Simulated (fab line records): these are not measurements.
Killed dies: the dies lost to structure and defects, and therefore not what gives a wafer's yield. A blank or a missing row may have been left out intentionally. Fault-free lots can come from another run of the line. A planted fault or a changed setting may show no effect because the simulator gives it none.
Which of the tools did it? ; flow gf180mcu ; 10 lots, 30 wafers sampled, at 6 steps of a route of 602

WHAT EACH GAUGE READ, for each wafer
GF_MIM_RS_MEAS_10: uses a four-point probe to measure.
lot;measured;on;MIM_ALCU_RS (ohm/sq)
L114;day 24 21:02;filmMetro-04;0.1618 0.1609 0.1619
L118;day 26 12:28;filmMetro-03;0.1632 0.1611 0.1063 0.1631 0.1606 0.1062
L121;day 27 08:28;filmMetro-01;0.1590 0.1589 0.1592
L124;day 28 10:26;filmMetro-03;0.1571 0.1603 0.1569
L127;day 28 17:52;filmMetro-04;0.1603 0.1622 0.1619
L129;day 29 14:46;filmMetro-03;0.1627 0.1608 0.1605
L130;day 29 19:36;filmMetro-04;0.1626 0.1624 0.1616
L131;day 30 03:56;filmMetro-04;0.1605 0.1609 0.1596
L132;day 30 08:55;filmMetro-04;0.1600 0.1609 0.1622
L136;day 31 09:50;filmMetro-03;0.1614 0.1633 0.1627

GF_MIM_THK_MEAS_11: measures by xrf.
lot;measured;on;MIM_ALCU_THK (nm)
L114;day 24 21:08;filmMetro-04;195.2 196.1 196.4
L118;day 26 14:34;filmMetro-03;194.6 197.3 293.2 194.5 197.9 293.4
L121;day 27 08:35;filmMetro-01;198.7 199.0 199.3
L124;day 28 10:33;filmMetro-03;200.6 197.3 200.7
L127;day 28 17:58;filmMetro-04;198.0 195.0 194.9
L129;day 29 14:52;filmMetro-03;195.4 197.1 196.9
L130;day 29 19:42;filmMetro-04;193.6 193.5 195.5
L131;day 30 04:02;filmMetro-04;196.4 195.9 198.1
L132;day 30 09:02;filmMetro-04;197.1 196.3 195.7
L136;day 31 09:56;filmMetro-03;195.3 193.9 192.8

EACH LOT AND THE TOOL THAT RAN IT (in order: tool; ch and the chambers of the sampled wafers; start)
lot;GF_M4_STRIP_17;GF_V4_CMP_04;GF_V4_SPUTTER_21;GF_MIM_SPUTTER_08
L114;plasmaAsher-04 ch 0,1, day 23 19:56;cmp-02 ch 0,1,2, day 23 20:47;pvdSputter-02, day 24 19:47;pvdSputter-02, day 24 20:57
L118;plasmaAsher-04 ch 0,1, day 25 12:04;cmp-01 ch 0,1,3, day 25 12:54;pvdSputter-04, day 26 11:20;pvdSputter-02, day 26 12:23
L121;plasmaAsher-04 ch 0,1, day 26 08:37;cmp-01 ch 1,2,3, day 26 09:32;pvdSputter-03, day 27 07:22;pvdSputter-03, day 27 08:25
L124;plasmaAsher-01 ch 0,1, day 27 08:42;cmp-01 ch 0,3, day 27 09:30;pvdSputter-02, day 28 08:07;pvdSputter-01, day 28 10:22
L127;plasmaAsher-04 ch 0,1, day 27 20:26;cmp-02 ch 0,2,3, day 27 21:14;pvdSputter-03, day 28 16:44;pvdSputter-03, day 28 17:47
L129;plasmaAsher-04 ch 0,1, day 28 16:26;cmp-01 ch 1,2,3, day 28 17:21;pvdSputter-04, day 29 13:38;pvdSputter-01, day 29 14:41
L130;plasmaAsher-02 ch 0,1, day 28 21:08;cmp-01 ch 0,1,3, day 28 21:58;pvdSputter-02, day 29 18:27;pvdSputter-02, day 29 19:30
L131;plasmaAsher-02 ch 0,1, day 29 05:37;cmp-01 ch 0,2,3, day 29 06:31;pvdSputter-04, day 30 02:48;pvdSputter-02, day 30 03:51
L132;plasmaAsher-01 ch 0,1, day 29 10:58;cmp-02 ch 0,1,3, day 29 11:49;pvdSputter-03, day 30 07:46;pvdSputter-02, day 30 08:51
L136;plasmaAsher-01 ch 0,1, day 30 12:44;cmp-02 ch 0,2,3, day 30 13:32;pvdSputter-04, day 31 08:42;pvdSputter-02, day 31 09:45
- GF_M4_STRIP_17: strips in O2/N2.
- GF_V4_CMP_04: polishes SiO2.
- GF_V4_SPUTTER_21: material Ti, target thk 15 nm, time 80.02 s.
- GF_MIM_SPUTTER_08: material AlCu, target thk 200 nm, time 10.6 s.

WHAT THE TOOLS THEMSELVES READ (means of the sampled wafers that have a number; where no wafer has one, the mark that the record gives instead)
GF_M4_STRIP_17.
lot;tool;drypumpMotorCurrentA (A);heaterPowerW (W);oesProductAu (a.u.);stripTimeToEndpointS (s)
L114;plasmaAsher-04;5.2;350;0.556;7.89
L118;plasmaAsher-04;5.5;367;0.551;7.81
L121;plasmaAsher-04;5.5;366;0.560;7.87
L124;plasmaAsher-01;5.7;364;0.558;7.91
L127;plasmaAsher-04;5.2;347;0.556;7.82
L129;plasmaAsher-04;5.5;367;0.555;7.90
L130;plasmaAsher-02;5.8;351;0.558;7.89
L131;plasmaAsher-02;5.7;336;0.558;7.84
L132;plasmaAsher-01;5.7;360;0.559;7.87
L136;plasmaAsher-01;5.7;343;0.561;7.94

GF_V4_CMP_04.
lot;tool;motorCurrentA (A);timeToEndpointS (s)
L114;cmp-02;11.7;79
L118;cmp-01;11.7;74
L121;cmp-01;11.8;84
L124;cmp-01;11.6;81
L127;cmp-02;12.3;76
L129;cmp-01;12.2;75
L130;cmp-01;11.7;74
L131;cmp-01;11.7;78
L132;cmp-02;13.1;73
L136;cmp-02;12.5;74

GF_V4_SPUTTER_21.
lot;tool;cathodeDcPowerW (W);throttleValvePct (%)
L114;pvdSputter-02;2499.6;28.4
L118;pvdSputter-04;2499.9;30.6
L121;pvdSputter-03;2499.6;30.1
L124;pvdSputter-02;2500.6;28.8
L127;pvdSputter-03;2499.8;29.6
L129;pvdSputter-04;2500.4;29.9
L130;pvdSputter-02;2500.1;28.8
L131;pvdSputter-04;2500.1;29.8
L132;pvdSputter-03;2500.5;29.6
L136;pvdSputter-04;2500.1;29.0

GF_MIM_SPUTTER_08.
lot;tool;cathodeDcPowerW (W);throttleValvePct (%)
L114;pvdSputter-02;10599;29.2
L118;pvdSputter-02;12327;29.1
L121;pvdSputter-03;10598;30.1
L124;pvdSputter-01;10599;29.1
L127;pvdSputter-03;10601;29.4
L129;pvdSputter-01;10599;30.9
L130;pvdSputter-02;10600;29.3
L131;pvdSputter-02;10601;29.2
L132;pvdSputter-02;10600;28.6
L136;pvdSputter-02;10600;29.2

THE ANSWER, worked out from the rows above alone
Rule: the usual values come from the lots themselves. Put in order of their means at a reading, lots are off if they are a third of the lots or fewer, leave a main group of 4 or more, and stand apart from it by a gap of 3 or more times the standard deviation of the main group's means; of several such gaps the widest counts. A main group whose means are all the same, to the digits that the tables above print for the reading, isn't used. A lot without any number at a reading at which 4 lots or more have one is off too. Any other lot the step has rows for is counted as sound. After the gauges, taken in route order, come the tools' own readings; for these a lot's mean is taken, as printed above. At the first step where some lot is off, the reading lying furthest off is the one used; lots without a number count as furthest.
Off: L118, at GF_MIM_RS_MEAS_10 (MIM_ALCU_RS). The main group: mean 0.1608 ohm/sq, standard deviation 0.0014.
A tool fits if, at a process step before that reading, it ran every lot that is off, and no sound lot after the first of them. The gauges at GF_MIM_RS_MEAS_10 aren't tried: what is off there is off at GF_MIM_SPUTTER_08 too, on other tools, and a gauge's error can't cause that. None of those tried fits.

WHAT THE SIMULATOR PUT IN
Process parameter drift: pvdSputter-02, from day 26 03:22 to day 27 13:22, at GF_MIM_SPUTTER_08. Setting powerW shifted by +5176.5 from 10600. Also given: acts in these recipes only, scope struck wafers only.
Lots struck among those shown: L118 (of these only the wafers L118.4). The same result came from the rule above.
